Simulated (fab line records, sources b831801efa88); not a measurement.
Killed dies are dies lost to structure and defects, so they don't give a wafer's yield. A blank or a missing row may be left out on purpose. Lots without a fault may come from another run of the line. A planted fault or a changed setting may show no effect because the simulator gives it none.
Which tool did it? | flow gf180mcu | 13 lots, 39 wafers sampled, at 3 steps of a route of 602

WHAT THE GAUGES READ, wafer by wafer
GF_HV_LDD_TW_MEAS_11.
lot  | measured     | on            | HV_LDD_TW
L372 | day 9 19:59  | film_metro-02 | 2381 2370 2368
L375 | day 10 17:10 | film_metro-01 | 2409 2398 2395
L377 | day 11 14:38 | film_metro-03 | 2426 2417 2415
L380 | day 12 16:00 | film_metro-01 | 2397 2394 2396
L381 | day 13 10:40 | film_metro-03 | 2429 2427 2427
L384 | day 14 01:49 | film_metro-01 | 2415 2425 2428
L385 | day 14 02:07 | film_metro-02 | 2373 2383 2363
L387 | day 14 21:54 | film_metro-01 | 2401 2418 2421
L388 | day 15 06:10 | film_metro-02 | 2374 2363 2375
L390 | day 15 12:16 | film_metro-01 | 2414 2418 2409
L392 | day 16 08:16 | film_metro-03 | 2419 2410 2416
L393 | day 16 21:43 | film_metro-02 | 2369 2367 2360
L394 | day 16 22:11 | film_metro-03 | 2413 2416 2422

GF_HV_LDD_TW_MEAS_38.
lot  | measured     | on            | HV_LDD_3_TW
L372 | day 11 08:58 | film_metro-02 | 1407 1411 1407
L375 | day 12 08:08 | film_metro-03 | 1439 1438 1436
L377 | day 13 06:28 | film_metro-01 | 1428 1428 1427
L380 | day 14 09:18 | film_metro-02 | 1409 1412 1419
L381 | day 15 04:32 | film_metro-01 | 1431 1437 1432
L384 | day 15 21:12 | film_metro-02 | 1418 1403 1417
L385 | day 15 21:49 | film_metro-02 | 1415 1401 1404
L387 | day 16 16:51 | film_metro-03 | 1439 1442 1439
L388 | day 17 02:44 | film_metro-03 | 1447 1437 1438
L390 | day 17 08:17 | film_metro-03 | 1437 1444 1439
L392 | day 18 05:19 | film_metro-02 | 1399 1397 1395
L393 | day 18 21:29 | film_metro-03 | 1430 1429 1430
L394 | day 18 21:35 | film_metro-02 | 1388 1402 1399

WHICH TOOL RAN EACH LOT (tool, then ch and the chambers of the sampled wafers, then the start)
lot  | GF_NWELL_EXPOSE_04
L372 | iline_stepper-01 ch 0, day 3 00:50
L375 | iline_stepper-02 ch 0, day 3 17:01
L377 | iline_stepper-02 ch 0, day 4 05:21
L380 | iline_stepper-02 ch 0, day 5 02:29
L381 | iline_stepper-02 ch 0, day 5 11:36
L384 | iline_stepper-01 ch 0, day 6 01:03
L385 | iline_stepper-02 ch 0, day 6 05:11
L387 | iline_stepper-02 ch 0, day 6 13:49
L388 | iline_stepper-01 ch 0, day 6 20:05
L390 | iline_stepper-02 ch 0, day 7 01:56
L392 | iline_stepper-02 ch 0, day 7 12:57
L393 | iline_stepper-01 ch 0, day 7 22:29
L394 | iline_stepper-02 ch 0, day 7 23:46
- GF_NWELL_EXPOSE_04: exposes mask Nwell, target cd 860 nm.

WHAT THE TOOLS THEMSELVES READ (means of the sampled wafers that have a number; where no wafer has one, the mark that the record gives instead)
GF_NWELL_EXPOSE_04.
lot  | tool             | exposure_dose_mJ_cm2
L372 | iline_stepper-01 | 260.12
L375 | iline_stepper-02 | 259.90
L377 | iline_stepper-02 | 259.74
L380 | iline_stepper-02 | 259.60
L381 | iline_stepper-02 | 259.98
L384 | iline_stepper-01 | 259.67
L385 | iline_stepper-02 | 260.26
L387 | iline_stepper-02 | 260.08
L388 | iline_stepper-01 | 260.19
L390 | iline_stepper-02 | 260.05
L392 | iline_stepper-02 | 259.68
L393 | iline_stepper-01 | 259.99
L394 | iline_stepper-02 | 259.60

THE ANSWER, worked out from the rows above alone
Rule: what is usual is taken from the lots themselves. Put in order of their means at a reading, lots are off if they are a third of the lots or fewer, leave a main group of 4 or more, and stand apart from it by a gap of 3 or more times the standard deviation of the main group's means; of several such gaps the widest counts. A main group whose means are all the same, to the digits that the tables above print for the reading, isn't used. A lot without any number at a reading at which 4 lots or more have one is off too. The other lots that the step has rows for count as sound. The gauges are gone through in route order, then the tools' own readings, and for those a lot's mean is taken as printed above. The first step at which some lot is off is used, and at that step the reading that is off furthest; a lot without a number counts as furthest.
No lot is off at any reading shown: from this, nothing can be told.

WHAT THE SIMULATOR HAD PUT IN
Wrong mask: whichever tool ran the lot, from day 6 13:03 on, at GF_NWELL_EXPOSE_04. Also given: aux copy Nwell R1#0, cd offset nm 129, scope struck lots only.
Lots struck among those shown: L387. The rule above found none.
